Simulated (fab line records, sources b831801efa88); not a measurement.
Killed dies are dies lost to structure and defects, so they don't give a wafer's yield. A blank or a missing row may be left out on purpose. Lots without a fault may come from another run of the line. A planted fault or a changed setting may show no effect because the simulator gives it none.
fab line records | flow sky130
record lots=7 wafers=21 last_day=50
route steps=708 shown NWELL@79 PWDE@84 VT_ADJUST_HVTP@85
lots that met no fault: from a run of the same line without faults
start_h: hours from the record's first day to the start of the lot's first wafer shown | wait_h: hours since the lot's step before | " the same as in the row above | L1.1+2: a row that stands for several wafers | - no value, or no start given | * or withheld: withheld | < > ~ a bound
route shown NAME@n: a module of which the file shows steps, and the number in the route of the first | usual: mean/standard deviation of fault-free wafers | same: alike in all rows | chamber/n: place in a boat | sites: the reading at each site | _std_site: their standard deviation | _edge_site: outer sites' mean less inner sites' | radius_mm: how far each site lies from the wafer's centre | mask NAME#n: copy n | behind: the tool/chamber that last shaped the wafer | hold: why the lot was held/for how many hours/how that ended | device: the transistor (n, p or np) that didn't switch | end of line: the same wafers' tests at the end of the route | a step without rows: its recipe alone | killed: dies lost to structure and defects at the first sort, not the wafer's yield | map: a wafer's dies, x killed, . not, _ none there
set.NAME: the setting as run; set.NAME@STEP: as run at that earlier step | model.NAME: the simulator's own value behind a step, which no gauge read
lots at some steps of the route; a table a step, a row a wafer
## steps
# step SKY_NWELL_TW_MEAS_26
# usual NWELL_2_TW=496.2/2.1
# columns lot.wafer tool chamber start_h wait_h NWELL_2_TW
L610.2 film_metro-01 - 122.99 0.1 496.3
L610.3 " - " " 496.2
L610.4 " - " " 494.1
L614.2 film_metro-04 - 162.14 0.1 496.7
L614.3 " - " " 496.2
L614.5 " - " " 500.5
L623.2 film_metro-03 - 209.73 0.1 496.6
L623.3 " - " " 494.8
L623.4 " - " " 495.8
L624.4 film_metro-01 - 210.40 0.1 494.1
L624.5 " - " " 494.6
L624.6 " - " " 497.4
L622.1 film_metro-01 - 212.22 0.1 492.4
L622.4 " - " " 494.7
L622.5 " - " " 492.4
L629.1 film_metro-03 - 237.33 0.1 499.4
L629.2 " - " " 495.1
L629.6 " - " " 499.8
L630.1 film_metro-01 - 239.72 0.1 494.5
L630.3 " - " " 492.5
L630.6 " - " " 494.0
# step SKY_NWELL_CLEAN_27
# recipe chemistry=SC1/SC2 mix=1:4:20 temp_c=70 time_s=150 dry=n2_spin
# step SKY_NWELL_RTA_28
# recipe temp_c=1050 time_s=30 idle_temp_c=650 ramp_up_c_per_s=150 ramp_down_c_per_s=90 ambient=N2
# usual lamp_power_pct=25.30/0.054 ramp_up_c_per_s=150.00/0.025 wafer_temp_C_max=1054.8/0.87
# same time_s=30
# columns lot.wafer tool chamber start_h wait_h lamp_power_pct ramp_up_c_per_s wafer_temp_C_max
L610.2 rtp_anneal-02 0 123.11 0.0 25.36 150.05 1054.2
L610.3 " 0 " " 25.27 149.98 1053.8
L610.4 " 0 " " 25.30 150.03 1053.9
L614.2 rtp_anneal-02 0 162.31 0.0 25.32 149.97 1054.9
L614.3 " 0 " " 25.32 149.97 1055.4
L614.5 " 0 " " 25.28 150.02 1055.6
L623.2 rtp_anneal-01 0 209.85 0.0 25.27 150.02 1053.9
L623.3 " 0 " " 25.27 149.99 1053.7
L623.4 " 0 " " 25.38 149.97 1057.4
L624.4 rtp_anneal-02 0 210.53 0.1 25.30 149.99 1056.9
L624.5 " 0 " " 25.40 150.05 1055.7
L624.6 " 0 " " 25.33 149.99 1055.7
L622.1 rtp_anneal-01 0 212.33 0.0 25.22 150.02 1054.3
L622.4 " 0 " " 25.37 149.98 1055.1
L622.5 " 0 " " 25.32 150.00 1056.4
L629.1 rtp_anneal-01 0 237.45 0.0 25.21 149.98 1057.0
L629.2 " 0 " " 25.34 149.97 1054.5
L629.6 " 0 " " 25.30 149.98 1053.6
L630.1 rtp_anneal-02 0 239.83 0.0 25.20 150.05 1055.4
L630.3 " 0 " " 25.25 149.99 1055.7
L630.6 " 0 " " 25.22 150.00 1055.3
# step SKY_NWELL_RS_MEAS_29
# recipe thk_meas_gauge=four-point-probe
# usual NWELL_RS=624.6/1.6
# columns lot.wafer tool chamber start_h wait_h NWELL_RS[ohm/sq]
L610.2 film_metro-03 - 123.21 0.1 624.7
L610.3 " - " " 624.0
L610.4 " - " " 626.5
L614.2 film_metro-01 - 162.41 0.1 621.6
L614.3 " - " " 622.3
L614.5 " - " " 622.9
L623.2 film_metro-04 - 209.95 0.1 621.5
L623.3 " - " " 622.9
L623.4 " - " " 622.8
L624.4 film_metro-04 - 210.64 0.1 623.5
L624.5 " - " " 623.6
L624.6 " - " " 624.8
L622.1 film_metro-03 - 212.43 0.1 623.3
L622.4 " - " " 623.9
L622.5 " - " " 624.3
L629.1 film_metro-01 - 237.55 0.1 624.8
L629.2 " - " " 622.9
L629.6 " - " " 623.5
L630.1 film_metro-01 - 239.93 0.1 625.1
L630.3 " - " " 627.7
L630.6 " - " " 626.7
# step SKY_NWELL_RS_MEAS_31
# recipe thk_meas_gauge=four-point-probe
# usual PWDE_RS=5280/16
# columns lot.wafer tool chamber start_h wait_h PWDE_RS[ohm/sq]
L610.2 film_metro-03 - 123.45 0.1 5298
L610.3 " - " " 5281
L610.4 " - " " 5294
L614.2 film_metro-01 - 162.65 0.1 5286
L614.3 " - " " 5286
L614.5 " - " " 5285
L623.2 film_metro-04 - 210.19 0.1 5298
L623.3 " - " " 5296
L623.4 " - " " 5294
L624.4 film_metro-04 - 210.88 0.1 5263
L624.5 " - " " 5273
L624.6 " - " " 5287
L622.1 film_metro-03 - 212.67 0.1 5281
L622.4 " - " " 5286
L622.5 " - " " 5271
L629.1 film_metro-01 - 237.79 0.1 5294
L629.2 " - " " 5265
L629.6 " - " " 5294
L630.1 film_metro-01 - 240.17 0.1 5263
L630.3 " - " " 5266
L630.6 " - " " 5271
# step SKY_VT_ADJUST_HVTP_DEHYDRATE_00
# recipe temp_c=200 time_s=60
# step SKY_VT_ADJUST_HVTP_HMDS_01
# recipe prime_time_s=60 prime_temp_c=120
# step SKY_VT_ADJUST_HVTP_COAT_02
# recipe resist=NOVOLAK spin_rpm=3000 resist_thk_nm=1140
# step SKY_VT_ADJUST_HVTP_SOFTBAKE_03
# recipe temp_c=90 time_s=60 resist=NOVOLAK
# step SKY_VT_ADJUST_HVTP_EXPOSE_04
# recipe mask_id=HVTPM na=0.6 source_shape=conventional sigma_outer=0.6 polarization=unpolarized target_cd_nm=380 dose_mj=140
# step SKY_VT_ADJUST_HVTP_PEB_05
# recipe temp_c=withheld time_s=* resist=NOVOLAK
# step SKY_VT_ADJUST_HVTP_DEVELOP_06
# recipe resist=NOVOLAK developer=TMAH develop_time_s=60 dev_temp_c=23
# usual chill_plate_temp_C=23.00/0.1 develop_time_s=60/0
# columns lot.wafer tool chamber start_h wait_h chill_plate_temp_C develop_time_s
L610.2 litho_track-01 0 140.23 0.1 22.89 60
L610.3 " 0 " " 22.82 60
L610.4 " 0 " " 23.04 60
L614.2 litho_track-04 0 182.87 0.1 22.89 60
L614.3 " 0 " " 23.07 60
L614.5 " 0 " " 22.96 60
L623.2 litho_track-01 - 231.93 0.1 - -
L623.3 " - " " - -
L623.4 " - " " - -
L624.4 litho_track-01 - 233.08 0.1 - -
L624.5 " - " " - -
L624.6 " - " " - -
L622.1 litho_track-02 - 233.95 0.1 - -
L622.4 " - " " - -
L622.5 " - " " - -
L629.1 litho_track-04 0 260.39 0.1 22.92 60
L629.2 " 0 " " 23.09 60
L629.6 " 0 " " 23.05 60
L630.1 litho_track-01 0 263.61 0.1 22.97 60
L630.3 " 0 " " 23.07 60
L630.6 " 0 " " 23.05 60
# step SKY_VT_ADJUST_HVTP_CD_MEAS_07
# recipe target_cd_nm=380
# usual cd_nm=379.9/2.8
# columns lot.wafer tool chamber start_h wait_h cd_nm
L610.2 cd_sem-01 - 140.38 0.1 378.6
L610.3 " - " " 380.2
L610.4 " - " " 378.3
L614.2 cd_sem-01 - 183.01 0.1 378.7
L614.3 " - " " 381.6
L614.5 " - " " 379.6
L623.2 cd_sem-01 - 232.08 0.1 -
L623.3 " - " " -
L623.4 " - " " -
L624.4 cd_sem-02 - 233.22 0.1 -
L624.5 " - " " -
L624.6 " - " " -
L622.1 cd_sem-02 - 234.10 0.1 -
L622.4 " - " " -
L622.5 " - " " -
L629.1 cd_sem-02 - 260.54 0.1 379.4
L629.2 " - " " 380.3
L629.6 " - " " 378.6
L630.1 cd_sem-02 - 263.76 0.1 379.1
L630.3 " - " " 378.7
L630.6 " - " " 377.9
## key
first_sign step=SKY_VT_ADJUST_HVTP_DEVELOP_06 reading=tool_record direction=missing
effect none on later readings
met_at SKY_VT_ADJUST_HVTP_DEVELOP_06
struck_wafers L622.1,L622.4,L622.5,L623.2,L623.3,L623.4,L624.4,L624.5,L624.6
sort_left_out L622.1,L622.4,L622.5,L623.2,L623.3,L623.4,L624.4,L624.5,L624.6
tester_left_out L622,L623,L624
onset_between 140.23 231.93
fault kind=skipped_step_whole tool=litho_track-01,litho_track-02 chamber=- onset_h=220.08 steps=SKY_VT_ADJUST_HVTP_DEVELOP_06 scope=struck_lots_only
# tester_left_out: of these lots the tester's yield and bins aren't shown, on N5 and GAA mostly nor the transistor test; their killed dies are dies lost to structure and defects alone, not to doping, threshold or leakage, so they don't give the yield
# sort_left_out: the simulated sort isn't trusted on such a fault, so these wafers' sort isn't shown, and their yield isn't known
